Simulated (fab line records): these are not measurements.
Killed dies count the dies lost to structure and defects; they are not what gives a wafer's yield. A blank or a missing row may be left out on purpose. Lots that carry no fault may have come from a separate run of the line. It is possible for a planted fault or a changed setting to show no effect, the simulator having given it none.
Problem report in the 8D (eight disciplines) form, filled by code -- flow sky130 -- the parts of the form that need people (team, actions taken, sign-off) are left out

## 1. THE ISSUE
LOCAL_INTERCONNECT_TIN_RS at SKY_LOCAL_INTERCONNECT_RS_MEAS_01 reads a mean of 10.01 ohm/sq on 2 wafers of 1 lot; wafers without a fault read 14.75 ohm/sq with a standard deviation of 0.18. Relative to the usual mean, that is a shift of -26 standard deviations.
The step: measures by four-point-probe.
The first sign was on wafer L728.1 at day 34 21:32, on film-metro-02. The record has a number at this step for 39 wafers belonging to 13 lots. Rule for "out", or "out of limits": more than 4 standard deviations from the usual mean. All remaining wafers that have a number are taken as sound.

## 2. WHAT IT IS, AND WHAT IT ISN'T
question,is,is not
which readings at this step,LOCAL_INTERCONNECT_TIN_RS,-
which lots,L728,"L712, L713, L717, L718, L719, L720, L721, L722, L724, L731, L732, L733"
which wafers of those lots,"L728.1, L728.5",L728.6
read on which gauges,film-metro-02,"film-metro-01, film-metro-04"
when,from day 34 21:32,"up to then (28 sound wafers); but 9 sound wafers of L731, L732, L733 came after"

## 3. SUSPECTS, AND WHAT RULES EACH OUT
Counting: if a tool at a process step up to the reading ran every lot that is out, it stays a suspect. Sound lots after the first of them don't rule it out here, since some wafers of a struck lot are sound.
- the gauge at SKY_LOCAL_INTERCONNECT_RS_MEAS_01 has been ruled out. All the wafers that are out were read on film-metro-02, but those of them that SKY_LOCAL_INTERCONNECT_METAL_ETCH_14 has rows for are out there too, on other tools.
- plasma-asher-01 at SKY_LI_CONTACT_STRIP_16 (strips in O2/N2): kept. The lot that is out, L728, ran on it at day 34 20:16; the last sound lot it ran before that was L721, at day 32 13:24.
- pvd-sputter-02 at SKY_LI_CONTACT_SPUTTER_19 (material Ti, target thk 20 nm, time 106.37 s): kept. The lot that is out, L728, ran on it at day 34 20:36; the last sound lot it ran before that was L717, at day 31 00:28.
- pvd-sputter-02 at SKY_LI_CONTACT_SPUTTER_20 (material TiN, target thk 20 nm, time 80 s): kept. The lot that is out, L728, ran on it at day 34 20:45; the last sound lot it ran before that was L717, at day 31 00:32.
- pvd-sputter-03 at SKY_LOCAL_INTERCONNECT_SPUTTER_00 (material TiN, target thk 100 nm, time 83.3 s): kept. The lot that is out, L728, ran on it at day 34 21:29; the last sound lot it ran before that was L722, at day 33 01:32.
Left after counting: plasma-asher-01 at SKY_LI_CONTACT_STRIP_16, pvd-sputter-02 at SKY_LI_CONTACT_SPUTTER_19, pvd-sputter-02 at SKY_LI_CONTACT_SPUTTER_20, pvd-sputter-03 at SKY_LOCAL_INTERCONNECT_SPUTTER_00.

## 4. THE CAUSE (what the simulator had put in)
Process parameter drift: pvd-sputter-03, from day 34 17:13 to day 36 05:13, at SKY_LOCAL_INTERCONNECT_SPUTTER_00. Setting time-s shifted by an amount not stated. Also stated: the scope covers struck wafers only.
4 suspects survive the count, and this tool is in that group.

## 5. THE CHAIN OF EFFECTS, in route order
One row per reading whose mean, taken over the struck wafers that have a number, lies over 3 standard deviations from the usual. Scope: only readings with a usual standard deviation given in the record; hours: median across lots of the time from each lot's start at the first step in this table that gives one to its start at this step; sigmas: change in usual standard deviations.
hours,step,reading,usual,on struck wafers,change,sigmas
0,SKY_LOCAL_INTERCONNECT_RS_MEAS_01,LOCAL_INTERCONNECT_TIN_RS,14.75 ohm/sq,10.01,-4.74,-26
4,SKY_LOCAL_INTERCONNECT_THK_MEAS_02,LOCAL_INTERCONNECT_TIN_THK,96.8 nm,139.4,+42.6,+30
26,SKY_LOCAL_INTERCONNECT_METAL_ETCH_14,oes-product-au,0.919 a.u.,1.015,+0.096,+12
26,SKY_LOCAL_INTERCONNECT_METAL_ETCH_14,throttle-valve-pct,21.916 %,21.854,-0.062,-6.4
Process steps it contains:
- SKY_LOCAL_INTERCONNECT_METAL_ETCH_14: etches TiN in Cl2/BCl3, stops on PSG, target depth 110 nm, time 31.4 s.

## 6. WHAT WOULD HAVE CAUGHT IT SOONER
4 hours passed between the start of the fault at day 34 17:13 and the first reading out of limits at a measuring or inspecting step in this record, taken at day 34 21:32.
An alarm limit of 4 standard deviations would not have fired on the tool readings at SKY_LOCAL_INTERCONNECT_SPUTTER_00 for which the record gives a usual standard deviation, since none of them was out on any struck wafer.
By day 34 21:32, every lot that is out (1) had started SKY_LOCAL_INTERCONNECT_SPUTTER_00 on pvd-sputter-03. Had the tool been put on hold then, not one of them would have been saved.
